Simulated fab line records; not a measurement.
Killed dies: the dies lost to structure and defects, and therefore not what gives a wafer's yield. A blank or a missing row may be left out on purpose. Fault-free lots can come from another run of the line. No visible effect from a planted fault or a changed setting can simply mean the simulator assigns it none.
What tool caused it?    flow sfq_line    12 lots with 36 wafers sampled at 2 steps, on a route of 325 steps

== WHAT THE GAUGES SHOWED, per wafer ==
The record holds no reading of a measuring or inspecting step that can be judged against a usual standard deviation.

== EACH LOT AND THE TOOL THAT RAN IT (in order: tool; ch and the chambers of the sampled wafers; start) ==
lot   SFQ_TRILAYER_L0_CAP_PECVD_011   SFQ_TRILAYER_L0_VIA_ETCH_VIA_ETCH_016
L583  pecvd-03 ch 1,2, day 2 14:43    rie_diel-04 ch 1,2, day 3 20:08
L584  pecvd-02 ch 0,2, day 2 15:55    rie_diel-03 ch 0,2,3, day 3 21:32
L585  pecvd-02 ch 0,1,2, day 2 20:31  rie_diel-03 ch 0,2,3, day 4 02:53
L586  pecvd-04 ch 0,2, day 3 08:58    rie_diel-03 ch 0,1, day 4 12:29
L591  pecvd-02 ch 1, day 4 10:53      rie_diel-03 ch 0,1, day 5 12:29
L592  pecvd-02 ch 1,2, day 4 15:41    rie_diel-03 ch 0,3, day 5 16:05
L597  pecvd-03 ch 0,2, day 5 12:05    rie_diel-03 ch 0,2, day 6 14:56
L599  pecvd-04 ch 0,1,2, day 5 21:41  rie_diel-03 ch 0,2,3, day 6 23:20
L600  pecvd-03 ch 1,2, day 6 00:05    rie_diel-02 ch 0,2,3, day 7 02:56
L601  pecvd-03 ch 1,2, day 6 12:09    rie_diel-03 ch 0,2,3, day 7 12:32
L604  pecvd-03 ch 1,2, day 7 01:21    rie_diel-04 ch 0,3, day 8 00:32
L606  pecvd-04 ch 0,1,2, day 7 09:45  rie_diel-03 ch 0,2,3, day 8 07:44
- SFQ_TRILAYER_L0_CAP_PECVD_011: deposits SiO2 from SiH4/N2O, time 13.333 s, target thk 60 nm.
- SFQ_TRILAYER_L0_VIA_ETCH_VIA_ETCH_016: etches SiO2 in CHF3, stops on MoNx KI, target depth 80 nm.

== AS READ BY THE TOOLS THEMSELVES (means over the sampled wafers that have a number; for cases with no such wafer, the mark the record gives instead) ==
SFQ_TRILAYER_L0_CAP_PECVD_011.
lot   tool      heater_power_w (W)  showerhead_vpp_V (V)  throttle_valve_pct (%)
L583  pecvd-03  94                  823                   23.8
L584  pecvd-02  76                  887                   25.0
L585  pecvd-02  70                  854                   24.9
L586  pecvd-04  110                 779                   26.5
L591  pecvd-02  81                  832                   24.9
L592  pecvd-02  68                  873                   25.2
L597  pecvd-03  109                 805                   22.6
L599  pecvd-04  113                 799                   25.9
L600  pecvd-03  103                 816                   23.3
L601  pecvd-03  85                  830                   24.2
L604  pecvd-03  88                  824                   24.1
L606  pecvd-04  114                 797                   25.9

SFQ_TRILAYER_L0_VIA_ETCH_VIA_ETCH_016.
lot   tool         drypump_motor_current_A (A)  oes_product_au (a.u.)
L583  rie_diel-04  5.9                          0.844
L584  rie_diel-03  5.4                          0.845
L585  rie_diel-03  5.4                          0.845
L586  rie_diel-03  6.3                          0.847
L591  rie_diel-03  6.3                          1.008
L592  rie_diel-03  5.1                          0.896
L597  rie_diel-03  5.7                          0.839
L599  rie_diel-03  5.4                          0.843
L600  rie_diel-02  5.8                          0.839
L601  rie_diel-03  5.4                          0.837
L604  rie_diel-04  6.5                          0.845
L606  rie_diel-03  5.4                          0.845

== THE ANSWER, worked out from the rows above alone ==
Rule: usual is defined by the lots themselves. The widest of any qualifying gaps counts: lots, ordered by their means at a reading, are off when they make up no more than a third of the lots, leave a main group of 4 or more, and stand apart from it by 3 or more times the standard deviation of that group's means. A main group is skipped when, at the precision printed for the reading in the tables above, its means are all equal. Also off: a lot with no number at a reading for which 4 or more lots have one. All remaining lots with rows at the step are treated as sound. First the gauges in route order, then the tools' own readings, where a lot's mean is used as printed above. At the first step where some lot is off, the reading lying furthest off is the one used; lots without a number count as furthest.
Off at SFQ_TRILAYER_L0_VIA_ETCH_VIA_ETCH_016 (oes_product_au): L591, L592. The main group: mean 0.843 a.u., standard deviation 0.0032.
A tool fits if, at that step or a process step before it, it ran every lot that is off, and no sound lot after the first of them. One candidate fits, namely pecvd-02 at SFQ_TRILAYER_L0_CAP_PECVD_011. Its last sound lot is L585 (day 2 20:31), its first lot that is off L591 (day 4 10:53): a fault that began between those two fits.

== WHAT THE SIMULATOR HAD PUT IN ==
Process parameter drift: pecvd-02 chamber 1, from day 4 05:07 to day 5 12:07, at SFQ_TRILAYER_L0_CAP_PECVD_011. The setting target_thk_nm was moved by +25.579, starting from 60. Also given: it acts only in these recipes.
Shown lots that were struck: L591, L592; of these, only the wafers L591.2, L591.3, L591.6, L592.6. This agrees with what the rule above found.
